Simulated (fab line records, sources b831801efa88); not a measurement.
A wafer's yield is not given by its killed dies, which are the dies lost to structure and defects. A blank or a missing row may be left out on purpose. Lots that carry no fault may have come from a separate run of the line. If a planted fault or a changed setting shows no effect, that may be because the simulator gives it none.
Which tool did it? | flow gf180mcu | Sampling: 14 lots, 42 wafers, 2 of 602 route steps

== WHAT THE GAUGES READ, wafer by wafer ==
GF_STI_BOW_MEAS_00.
lot  | measured    | on           | INCOMING_BOW (um)
L690 | day 1 10:01 | filmMetro-01 | -5 4 -11
L692 | day 1 20:01 | filmMetro-01 | -1 2 8
L693 | day 2 01:00 | filmMetro-01 | 1 15 9
L694 | day 2 06:00 | filmMetro-03 | 14 -6 3
L701 | day 3 17:00 | filmMetro-03 | 6 10 -1
L702 | day 3 22:01 | filmMetro-02 | 5 13 3
L703 | day 4 03:00 | filmMetro-03 | 8 -15 -11
L705 | day 4 13:00 | filmMetro-01 | 2 10 9
L707 | day 4 23:01 | filmMetro-01 | -6 4 -6
L708 | day 5 04:00 | filmMetro-03 | 6 -10 0
L710 | day 5 14:00 | filmMetro-01 | 12 -10 6
L711 | day 5 19:00 | filmMetro-03 | 3 -4 -6
L712 | day 6 00:01 | filmMetro-01 | 1 8 1
L713 | day 6 05:02 | filmMetro-03 | -2 9 2

GF_STI_THK_MEAS_30.
lot  | measured    | on           | STI_OXIDATION_02_THK (nm)
L690 | day 2 05:39 | filmMetro-02 | 10.16 10.16 10.24
L692 | day 2 16:04 | filmMetro-02 | 10.02 10.07 10.05
L693 | day 2 21:26 | filmMetro-02 | 10.23 10.00 10.09
L694 | day 3 04:22 | filmMetro-03 | 10.08 10.00 10.20
L701 | day 5 07:05 | filmMetro-02 | 10.25 10.22 10.10
L702 | day 5 07:10 | filmMetro-02 | 10.12 9.97 10.09
L703 | day 5 07:07 | filmMetro-01 | 10.09 10.19 9.97
L705 | day 5 20:01 | filmMetro-03 | 10.53 10.10 10.19
L707 | day 6 01:14 | filmMetro-02 | 9.85 10.02 10.00
L708 | day 6 04:56 | filmMetro-02 | 9.98 9.92 9.91
L710 | day 6 13:13 | filmMetro-01 | 10.07 9.94 9.81
L711 | day 6 20:59 | filmMetro-03 | 10.17 10.23 10.20
L712 | day 7 00:41 | filmMetro-02 | 10.24 9.96 10.10
L713 | day 7 04:07 | filmMetro-02 | 10.24 10.47 10.33

== WHICH TOOL RAN EACH LOT (tool, then ch and the chambers of the sampled wafers, then the start) ==
No process step before these readings appears in the record.

== WHAT THE TOOLS THEMSELVES READ (means of the sampled wafers that have a number; where no wafer has one, the mark that the record gives instead) ==
The record holds no such reading with a usual standard deviation.

== THE ANSWER, worked out from the rows above alone ==
Rule: the lots themselves supply what counts as usual. The widest of any qualifying gaps counts: lots, ordered by their means at a reading, are off when they make up no more than a third of the lots, leave a main group of 4 or more, and stand apart from it by 3 or more times the standard deviation of that group's means. If all means in a main group match to the digits the tables above print for the reading, that group is not used. Also off: a lot with no number at a reading for which 4 or more lots have one. All remaining lots with rows at the step are treated as sound. After the gauges, taken in route order, come the tools' own readings; for these a lot's mean is taken, as printed above. The first step at which some lot is off is used, and at that step the reading that is off furthest; a lot without a number counts as furthest.
Across all readings shown, no lot is off: no conclusion can be drawn from this.

== WHAT THE SIMULATOR HAD INSERTED ==
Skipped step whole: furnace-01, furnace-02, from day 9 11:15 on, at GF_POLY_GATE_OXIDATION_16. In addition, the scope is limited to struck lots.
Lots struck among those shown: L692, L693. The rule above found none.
